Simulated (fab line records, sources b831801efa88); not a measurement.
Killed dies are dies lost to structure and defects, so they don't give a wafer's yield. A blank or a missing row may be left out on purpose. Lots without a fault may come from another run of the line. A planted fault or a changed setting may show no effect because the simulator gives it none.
Which tool did it? | flow sky130 | 11 lots, 30 wafers sampled, at 4 steps of a route of 708

WHAT THE GAUGES READ, wafer by wafer
SKY_SD_N_CD_MEAS_07: target cd 380 nm.
lot  | measured     | on        | cd_nm (nm)
L714 | day 27 12:02 | cd_sem-02 | 380.8 381.3 381.7
L717 | day 29 18:49 | cd_sem-02 | 379.8 382.3 380.5
L718 | day 29 19:08 | cd_sem-02 | 378.0 379.4 380.1
L719 | day 29 19:50 | cd_sem-01 | 380.3 382.9 384.7
L720 | day 30 01:34 | cd_sem-02 | 379.8 380.0 381.0
L729 | day 32 18:55 | cd_sem-01 | 380.8 453.1 380.9 452.8
L730 | day 33 05:35 | cd_sem-02 | 454.7 454.8
L731 | day 33 06:31 | cd_sem-01 | 456.4 456.0 381.4 456.0 456.2 381.4
L735 | day 34 17:02 | cd_sem-01 | 380.0 377.4 381.4
L734 | day 34 19:40 | cd_sem-01 | 378.8 378.3 379.9
L737 | day 35 06:26 | cd_sem-01 | 376.3 376.0 377.5

WHICH TOOL RAN EACH LOT (tool, then ch and the chambers of the sampled wafers, then the start)
lot  | SKY_LDD_LDN_STRIP_12                 | SKY_POLY_CUT_ETCH_10               | SKY_SD_N_COAT_02
L714 | plasma_asher-01 ch 0,1, day 22 14:04 | rie_diel-01 ch 0,2,3, day 23 21:17 | litho_track-03 ch 0, day 26 21:56
L717 | plasma_asher-03 ch 0,1, day 23 21:04 | rie_diel-04 ch 0,1, day 26 04:23   | litho_track-04 ch 0, day 29 04:16
L718 | plasma_asher-01 ch 0,1, day 24 03:34 | rie_diel-03 ch 0,1,3, day 26 04:28 | litho_track-01 ch 0, day 29 04:41
L719 | plasma_asher-03 ch 0,1, day 24 08:29 | rie_diel-04 ch 0,2,3, day 26 04:49 | litho_track-04 ch 0, day 29 05:41
L720 | plasma_asher-04 ch 0,1, day 25 05:10 | rie_diel-03 ch 0,1,3, day 26 13:23 | litho_track-01 ch 0, day 29 11:25
L729 | plasma_asher-04 ch 1, day 28 03:20   | rie_diel-03 ch 2,3, day 29 09:02   | litho_track-01 ch 0, day 32 05:30
L730 | plasma_asher-01 ch 1, day 28 12:56   | rie_diel-01 ch 0, day 29 19:54     | litho_track-01 ch 0, day 32 15:37
L731 | plasma_asher-03 ch 0,1, day 28 16:28 | rie_diel-04 ch 0,2,3, day 29 21:20 | litho_track-01 ch 0, day 32 16:28
L735 | plasma_asher-03 ch 0,1, day 30 02:02 | rie_diel-01 ch 0,1,3, day 31 07:58 | litho_track-03 ch 0, day 34 03:30
L734 | plasma_asher-01 ch 0,1, day 30 06:00 | rie_diel-01 ch 0,1,3, day 31 11:17 | litho_track-04 ch 0, day 34 06:34
L737 | plasma_asher-03 ch 0,1, day 30 18:05 | rie_diel-03 ch 0,2,3, day 31 23:14 | litho_track-03 ch 0, day 34 17:51
- SKY_LDD_LDN_STRIP_12: strips in O2/N2.
- SKY_POLY_CUT_ETCH_10: etches BARC in N2/H2, stops on SiO2, time 45.9 s, target depth 60 nm.
- SKY_SD_N_COAT_02: resist thk 1140 nm.

WHAT THE TOOLS THEMSELVES READ (means of the sampled wafers that have a number; where no wafer has one, the mark that the record gives instead)
SKY_LDD_LDN_STRIP_12.
lot  | tool            | drypump_motor_current_A (A) | oes_product_au (a.u.) | strip_time_to_endpoint_s (s)
L714 | plasma_asher-01 | 5.7                         | 0.711                 | 14.17
L717 | plasma_asher-03 | 5.6                         | 0.715                 | 14.20
L718 | plasma_asher-01 | 6.1                         | 0.710                 | 14.17
L719 | plasma_asher-03 | 6.1                         | 0.717                 | 14.13
L720 | plasma_asher-04 | 5.5                         | 0.713                 | 14.18
L729 | plasma_asher-04 | 5.2                         | 0.714                 | 14.23
L730 | plasma_asher-01 | 6.6                         | 0.710                 | 14.20
L731 | plasma_asher-03 | 5.7                         | 0.716                 | 14.20
L735 | plasma_asher-03 | 5.6                         | 0.718                 | 14.23
L734 | plasma_asher-01 | 6.2                         | 0.716                 | 14.18
L737 | plasma_asher-03 | 5.7                         | 0.718                 | 14.14

SKY_POLY_CUT_ETCH_10.
lot  | tool        | drypump_motor_current_A (A) | oes_product_au (a.u.) | rf_fwd_power_W (W) | throttle_valve_pct (%)
L714 | rie_diel-01 | 6.0                         | 0.854                 | 493.8              | 13.217
L717 | rie_diel-04 | 6.4                         | 0.857                 | 494.6              | 13.221
L718 | rie_diel-03 | 5.8                         | 0.857                 | 496.6              | 13.229
L719 | rie_diel-04 | 6.3                         | 0.857                 | 495.6              | 13.221
L720 | rie_diel-03 | 5.8                         | 0.859                 | 495.1              | 13.227
L729 | rie_diel-03 | 5.6                         | 0.855                 | 497.2              | 13.226
L730 | rie_diel-01 | 5.9                         | 0.860                 | 491.9              | 13.232
L731 | rie_diel-04 | 6.2                         | 0.861                 | 494.8              | 13.232
L735 | rie_diel-01 | 5.7                         | 0.853                 | 493.4              | 13.232
L734 | rie_diel-01 | 5.7                         | 0.852                 | 492.7              | 13.226
L737 | rie_diel-03 | 5.7                         | 0.851                 | 495.8              | 13.234

SKY_SD_N_COAT_02.
lot  | tool           | dispense_pressure_kPa (kPa) | spin_speed_rpm (rpm)
L714 | litho_track-03 | 50.4                        | 2999.8
L717 | litho_track-04 | 46.4                        | 3002.9
L718 | litho_track-01 | 46.4                        | 2998.8
L719 | litho_track-04 | 46.5                        | 3003.2
L720 | litho_track-01 | 46.3                        | 3000.0
L729 | litho_track-01 | 46.4                        | 3002.0
L730 | litho_track-01 | 46.4                        | 2997.7
L731 | litho_track-01 | 46.4                        | 3001.1
L735 | litho_track-03 | 50.4                        | 2998.6
L734 | litho_track-04 | 46.4                        | 2999.7
L737 | litho_track-03 | 50.4                        | 3001.4

THE ANSWER, worked out from the rows above alone
Rule: what is usual is taken from the lots themselves. Put in order of their means at a reading, lots are off if they are a third of the lots or fewer, leave a main group of 4 or more, and stand apart from it by a gap of 3 or more times the standard deviation of the main group's means; of several such gaps the widest counts. A main group whose means are all the same, to the digits that the tables above print for the reading, isn't used. A lot without any number at a reading at which 4 lots or more have one is off too. The other lots that the step has rows for count as sound. The gauges are gone through in route order, then the tools' own readings, and for those a lot's mean is taken as printed above. The first step at which some lot is off is used, and at that step the reading that is off furthest; a lot without a number counts as furthest.
Off: L729, L730, L731, at SKY_SD_N_CD_MEAS_07 (cd_nm). The main group: mean 379.9 nm, standard deviation 1.7.
A tool fits if, at a process step before that reading, it ran every lot that is off, and no sound lot after the first of them. The gauges at SKY_SD_N_CD_MEAS_07 are tried like those tools. One fits: litho_track-01 at SKY_SD_N_COAT_02. Its last sound lot is L720 (day 29 11:25), its first lot that is off L729 (day 32 05:30): a fault that began between those two fits.

WHAT THE SIMULATOR HAD PUT IN
Process parameter drift: litho_track-01, from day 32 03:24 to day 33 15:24, at SKY_SD_N_COAT_02. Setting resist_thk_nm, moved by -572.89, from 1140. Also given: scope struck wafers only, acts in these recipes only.
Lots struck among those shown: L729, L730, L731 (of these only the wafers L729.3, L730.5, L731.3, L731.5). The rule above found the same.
